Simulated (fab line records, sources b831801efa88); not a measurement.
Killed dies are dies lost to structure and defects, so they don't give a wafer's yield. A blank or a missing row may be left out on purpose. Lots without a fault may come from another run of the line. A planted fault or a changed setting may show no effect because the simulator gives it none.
fab line records | flow sky130
record lots=11 wafers=33 last_day=50
route steps=708 shown LDD_HVN@276 LDD_LDN@296 SD_P@328
lots that met no fault: from a run of the same line without faults
start_h: hours from the record's first day to the start of the lot's first wafer shown | wait_h: hours since the lot's step before | " the same as in the row above | L1.1+2: a row that stands for several wafers | - no value, or no start given | * or withheld: withheld | < > ~ a bound
route shown NAME@n: a module of which the file shows steps, and the number in the route of the first | usual: mean/standard deviation of fault-free wafers | same: alike in all rows | chamber/n: place in a boat | sites: the reading at each site | _std_site: their standard deviation | _edge_site: outer sites' mean less inner sites' | radius_mm: how far each site lies from the wafer's centre | mask NAME#n: copy n | behind: the tool/chamber that last shaped the wafer | hold: why the lot was held/for how many hours/how that ended | device: the transistor (n, p or np) that didn't switch | end of line: the same wafers' tests at the end of the route | a step without rows: its recipe alone | killed: dies lost to structure and defects at the first sort, not the wafer's yield | map: a wafer's dies, x killed, . not, _ none there
set.NAME: the setting as run; set.NAME@STEP: as run at that earlier step | model.NAME: the simulator's own value behind a step, which no gauge read
steps of the route over a sample of lots; a table a step, a row a wafer
services: from which hour (start_h, from the record's first day; less than 0 if before it) a tool's chamber was out of use, for how many hours, and why
## steps
# step SKY_LDD_HVN_STRIP_09
# recipe chemistry=O2/N2 power_w=1400 pressure_mtorr=1500 platen_temp_c=withheld o2_flow_sccm=3000 n2_flow_sccm=300 overash_fraction=0.5
# usual drypump_motor_current_A=5.5/0.38 oes_product_au=0.409/0.0042 strip_time_to_endpoint_s=4.139/0.014
# columns lot.wafer tool chamber start_h wait_h drypump_motor_current_A oes_product_au rf_hours_counter_h strip_time_to_endpoint_s
L741.2 plasma_asher-04 0 486.98 0.1 5.6 0.414 33 4.133
L741.5 " 1 " " 5.0 0.406 - 4.139
L741.6 " 0 " " 5.7 0.412 - 4.127
L742.2 plasma_asher-02 1 506.65 0.1 5.4 0.406 70 4.153
L742.3 " 1 " " 5.4 0.416 - 4.125
L742.6 " 1 " " 5.4 0.408 - 4.158
L744.1 plasma_asher-01 0 507.55 0.1 4.9 0.411 7 4.151
L744.3 " 1 " " 5.8 0.418 - 4.145
L744.5 " 1 " " 5.8 0.411 - 4.140
L750.2 plasma_asher-02 0 555.30 0.1 6.0 0.410 75 4.138
L750.4 " 1 " " 5.4 0.413 - 4.125
L750.6 " 1 " " 5.4 0.406 - 4.128
L756.1 plasma_asher-02 0 619.00 0.1 6.0 0.412 81 4.149
L756.3 " 0 " " 6.0 0.408 - 4.117
L756.5 " 1 " " 5.4 0.411 - 4.136
L755.2 plasma_asher-02 1 623.98 0.1 5.4 0.412 81 4.146
L755.4 " 0 " " 6.0 0.414 - 4.119
L755.6 " 0 " " 6.0 0.405 - 4.138
L758.1 plasma_asher-04 0 628.14 0.1 5.7 0.414 47 4.146
L758.3 " 0 " " 5.7 0.417 - 4.134
L758.4 " 1 " " 5.1 0.415 - 4.131
L757.1 plasma_asher-01 0 632.80 0.1 4.9 0.407 20 4.118
L757.2 " 1 " " 5.8 0.409 20 4.125
L757.4 " 1 " " 5.8 0.411 - 4.129
L760.2 plasma_asher-04 1 643.98 0.1 5.1 0.410 48 4.136
L760.3 " 0 " " 5.7 0.410 - 4.151
L760.6 " 0 " " 5.7 0.409 - 4.135
L761.3 plasma_asher-02 1 659.36 0.1 5.4 0.409 - 4.142
L761.4 " 0 " " 6.0 0.416 - 4.164
L761.5 " 0 " " 6.0 0.413 - 4.153
L763.1 plasma_asher-04 1 668.00 0.1 5.0 0.410 50 4.140
L763.2 " 0 " " 5.7 0.407 50 4.148
L763.6 " 1 " " 5.0 0.402 - 4.134
# step SKY_LDD_LDN_OVL_MEAS_07
# usual LDD_LDN_OVL=-0.3/1.3
# columns lot.wafer tool chamber start_h wait_h LDD_LDN_OVL[nm]
L741.2 overlay-01 - 547.25 0.1 -1.6
L741.5 " - " " -0.3
L741.6 " - " " -1.8
L742.2 overlay-01 - 566.31 0.1 -0.8
L742.3 " - " " -1.6
L742.6 " - " " -1.2
L744.1 overlay-02 - 567.20 0.1 -1.1
L744.3 " - " " -0.8
L744.5 " - " " 0.0
L750.2 overlay-02 - 614.05 0.1 -0.1
L750.4 " - " " -1.3
L750.6 " - " " -0.3
L756.1 overlay-02 - 675.89 0.1 -1.2
L756.3 " - " " -1.3
L756.5 " - " " 0.1
L755.2 overlay-02 - 679.91 0.1 0.4
L755.4 " - " " -0.5
L755.6 " - " " 0.7
L758.1 overlay-02 - 684.89 0.1 -0.6
L758.3 " - " " -2.7
L758.4 " - " " -0.5
L757.1 overlay-01 - 689.00 0.1 -0.2
L757.2 " - " " 0.5
L757.4 " - " " -0.9
L760.2 overlay-01 - 700.51 0.1 -1.4
L760.3 " - " " -1.9
L760.6 " - " " -2.0
L761.3 overlay-02 - 715.10 0.1 -0.2
L761.4 " - " " 1.1
L761.5 " - " " 0.7
L763.1 overlay-02 - 723.90 0.1 -3.1
L763.2 " - " " -2.5
L763.6 " - " " 0.2
# step SKY_SD_P_OVL_MEAS_08
# usual SD_P_OVL=0.0/1.4
# columns lot.wafer tool chamber start_h wait_h SD_P_OVL[nm]
L741.2 overlay-01 - 608.93 0.1 2.4
L741.5 " - " " 2.6
L741.6 " - " " 1.6
L742.2 overlay-02 - 627.84 0.1 -1.2
L742.3 " - " " -0.9
L742.6 " - " " -0.8
L744.1 overlay-02 - 628.96 0.1 0.0
L744.3 " - " " -0.9
L744.5 " - " " -0.6
L750.2 overlay-01 - 673.92 0.1 -1.9
L750.4 " - " " -2.5
L750.6 " - " " -3.2
L756.1 overlay-01 - 734.89 0.1 1.8
L756.3 " - " " 0.7
L756.5 " - " " 2.8
L755.2 overlay-02 - 737.42 0.1 0.7
L755.4 " - " " 2.0
L755.6 " - " " 0.4
L758.1 overlay-01 - 743.79 0.1 -0.1
L758.3 " - " " -1.3
L758.4 " - " " -1.1
L757.1 overlay-02 - 748.23 0.1 1.1
L757.2 " - " " 0.1
L757.4 " - " " 0.2
L760.2 overlay-01 - 759.47 0.1 1.6
L760.3 " - " " 2.3
L760.6 " - " " 1.3
L761.3 overlay-02 - 774.22 0.1 -1.0
L761.4 " - " " -0.2
L761.5 " - " " -0.8
L763.1 overlay-02 - 782.59 0.1 1.5
L763.2 " - " " 0.7
L763.6 " - " " 0.1
# step SKY_SD_P_IMPLANT_09
# recipe species=BF2 energy_kev=19.72 dose_cm2=3e+15 tilt_deg=0
# usual beam_on_s=13.1/0.74 dose_ions_cm2=3e+15/3.4e+12
# columns lot.wafer tool chamber start_h wait_h beam_on_s dose_ions_cm2
L741.2 implanter-02 0 608.99 0.0 12.0 2.998e+15
L741.5 " 0 " " 12.4 2.996e+15
L741.6 " 0 " " 11.9 3e+15
L742.2 implanter-02 0 627.89 0.0 12.1 2.997e+15
L742.3 " 0 " " 12.1 3e+15
L742.6 " 0 " " 12.6 2.998e+15
L744.1 implanter-04 0 629.00 0.0 14.0 2.997e+15
L744.3 " 0 " " 13.8 2.995e+15
L744.5 " 0 " " 13.6 2.999e+15
L750.2 implanter-02 0 673.97 0.0 12.1 2.995e+15
L750.4 " 0 " " 12.3 2.994e+15
L750.6 " 0 " " 12.8 2.997e+15
L756.1 implanter-04 0 734.92 0.0 17.2 3.689e+15
L756.3 " 0 " " 17.4 3.685e+15
L756.5 " 0 " " 18.4 3.683e+15
L755.2 implanter-04 0 737.47 0.0 17.4 3.686e+15
L755.4 " 0 " " 17.6 3.685e+15
L755.6 " 0 " " 16.9 3.692e+15
L758.1 implanter-03 0 743.82 0.0 13.2 2.999e+15
L758.3 " 0 " " 13.7 2.999e+15
L758.4 " 0 " " 13.5 3.001e+15
L757.1 implanter-03 0 748.26 0.0 13.7 2.999e+15
L757.2 " 0 " " 13.3 3.002e+15
L757.4 " 0 " " 13.7 3.003e+15
L760.2 implanter-02 0 759.52 0.0 12.2 2.996e+15
L760.3 " 0 " " 12.6 2.999e+15
L760.6 " 0 " " 12.5 2.996e+15
L761.3 implanter-03 0 774.30 0.1 13.2 3.004e+15
L761.4 " 0 " " 13.8 3.004e+15
L761.5 " 0 " " 13.3 2.998e+15
L763.1 implanter-03 0 782.62 0.0 13.6 3.003e+15
L763.2 " 0 " " 13.3 3.003e+15
L763.6 " 0 " " 12.9 2.999e+15
# step SKY_SD_P_STRIP_10
# recipe chemistry=O2/N2 power_w=1400 pressure_mtorr=1500 platen_temp_c=withheld o2_flow_sccm=3000 n2_flow_sccm=300 overash_fraction=0.5
# usual drypump_motor_current_A=5.5/0.39 oes_product_au=0.618/0.0049 strip_time_to_endpoint_s=17.45/0.045
# columns lot.wafer tool chamber start_h wait_h drypump_motor_current_A oes_product_au rf_hours_counter_h strip_time_to_endpoint_s
L741.2 plasma_asher-01 0 609.11 0.1 4.9 0.612 17 17.42
L741.5 " 1 " " 5.9 0.620 - 17.42
L741.6 " 0 " " 4.9 0.613 - 17.44
L742.2 plasma_asher-02 1 628.02 0.1 5.4 0.616 82 17.50
L742.3 " 0 " " 6.0 0.617 - 17.48
L742.6 " 0 " " 6.0 0.627 - 17.47
L744.1 plasma_asher-02 0 629.15 0.1 6.0 0.622 82 17.52
L744.3 " 0 " " 6.0 0.620 - 17.54
L744.5 " 1 " " 5.4 0.627 - 17.55
L750.2 plasma_asher-04 0 674.10 0.1 5.7 0.617 51 17.45
L750.4 " 1 " " 5.1 0.611 - 17.44
L750.6 " 0 " " 5.7 0.625 - 17.46
L756.1 plasma_asher-04 0 735.07 0.1 5.7 0.608 57 17.85
L756.3 " 0 " " 5.7 0.599 - 17.89
L756.5 " 1 " " 5.1 0.606 - 17.85
L755.2 plasma_asher-01 0 737.60 0.1 4.9 0.606 30 17.84
L755.4 " 1 " " 5.8 0.606 - 17.80
L755.6 " 0 " " 4.9 0.609 - 17.84
L758.1 plasma_asher-04 0 743.97 0.1 5.7 0.624 58 17.44
L758.3 " 1 " " 5.1 0.612 - 17.47
L758.4 " 0 " " 5.7 0.618 - 17.46
L757.1 plasma_asher-01 1 748.41 0.1 5.8 0.611 31 17.39
L757.2 " 0 " " 4.9 0.619 31 17.44
L757.4 " 1 " " 5.8 0.610 - 17.45
L760.2 plasma_asher-02 1 759.65 0.1 5.4 0.619 95 17.45
L760.3 " 1 " " 5.5 0.621 - 17.41
L760.6 " 0 " " 6.0 0.617 - 17.44
L761.3 plasma_asher-02 1 774.43 0.1 5.4 0.617 - 17.35
L761.4 " 0 " " 6.0 0.620 - 17.40
L761.5 " 1 " " 5.4 0.621 - 17.40
L763.1 plasma_asher-04 0 782.77 0.1 5.7 0.626 62 17.40
L763.2 " 1 " " 5.1 0.620 62 17.44
L763.6 " 1 " " 5.1 0.614 - 17.41
# step SKY_SD_N_RS_MEAS_17
# recipe thk_meas_gauge=four-point-probe
# usual SD_P_RS=147.8/0.37
# columns lot.wafer tool chamber start_h wait_h SD_P_RS[ohm/sq]
L741.2 film_metro-04 - 666.98 0.1 148.5
L741.5 " - " " 148.4
L741.6 " - " " 148.0
L742.2 film_metro-04 - 685.84 0.1 147.6
L742.3 " - " " 147.1
L742.6 " - " " 147.8
L744.1 film_metro-02 - 687.22 0.1 148.1
L744.3 " - " " 147.9
L744.5 " - " " 147.9
L750.2 film_metro-02 - 730.68 0.1 147.3
L750.4 " - " " 147.3
L750.6 " - " " 147.9
L756.1 film_metro-04 - 790.22 0.1 144.9
L756.3 " - " " 145.4
L756.5 " - " " 144.9
L755.2 film_metro-01 - 791.44 0.1 144.6
L755.4 " - " " 144.7
L755.6 " - " " 145.2
L758.1 film_metro-01 - 797.51 0.1 147.7
L758.3 " - " " 147.5
L758.4 " - " " 148.1
L757.1 film_metro-02 - 802.72 0.1 148.5
L757.2 " - " " 148.2
L757.4 " - " " 147.8
L760.2 film_metro-01 - 814.17 0.1 147.6
L760.3 " - " " 147.3
L760.6 " - " " 147.4
L761.3 film_metro-04 - 827.45 0.1 147.3
L761.4 " - " " 147.5
L761.5 " - " " 147.3
L763.1 film_metro-01 - 836.32 0.1 147.9
L763.2 " - " " 147.5
L763.6 " - " " 147.7
## services
# columns tool chamber start_h hours kind
plasma_asher-01 - 481.46 3.8 repair
implanter-03 - 486.54 1.1 repair
implanter-04 - 497.84 0.8 repair
implanter-04 - 511.71 2.0 repair
implanter-03 - 517.99 2.2 repair
implanter-04 - 521.40 4.9 repair
plasma_asher-01 - 557.41 2.3 repair
implanter-03 - 567.18 0.6 repair
implanter-02 - 583.74 2.8 repair
plasma_asher-04 - 617.57 4.3 repair
plasma_asher-01 - 641.11 6.0 repair
implanter-02 - 651.86 2.2 repair
implanter-04 - 665.40 3.3 pm
plasma_asher-01 - 686.55 2.7 repair
plasma_asher-01 - 693.12 0.7 repair
plasma_asher-02 - 696.93 8.1 repair
implanter-04 - 716.28 2.4 repair
implanter-03 - 725.06 3.5 repair
plasma_asher-01 - 732.49 1.1 repair
implanter-03 - 739.55 2.6 pm
implanter-02 - 745.04 3.0 pm
implanter-03 - 751.90 15.8 repair
implanter-04 - 754.68 3.2 pm
## key
first_sign step=SKY_SD_P_IMPLANT_09 reading=dose_ions_cm2 direction=up sigmas=99+ usual=* struck=*
effect step=SKY_SD_P_IMPLANT_09 reading=beam_on_s direction=up sigmas=5.9 usual=13.1 struck=17.5
effect step=SKY_SD_P_STRIP_10 reading=strip_time_to_endpoint_s direction=up sigmas=8.8 usual=* struck=*
effect step=SKY_SD_N_RS_MEAS_17 reading=SD_P_RS direction=down sigmas=7.8 usual=147.8 struck=145.0
met_at SKY_SD_P_IMPLANT_09
struck_lots L755,L756
tester_left_out L755,L756
not_acting_at SKY_LDD_HVN_STRIP_09,SKY_LDD_LDN_OVL_MEAS_07,SKY_SD_P_OVL_MEAS_08
onset_between 629.00 734.92
fault kind=process_parameter_drift tool=implanter-04 chamber=- onset_h=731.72 steps=SKY_SD_P_IMPLANT_09 channel=dose_cm2 offset=* shape=step end_h=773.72 acts_in=* stated=*
# tester_left_out: of these lots the tester's yield and bins aren't shown, on N5 and GAA mostly nor the transistor test; their killed dies are dies lost to structure and defects alone, not to doping, threshold or leakage, so they don't give the yield
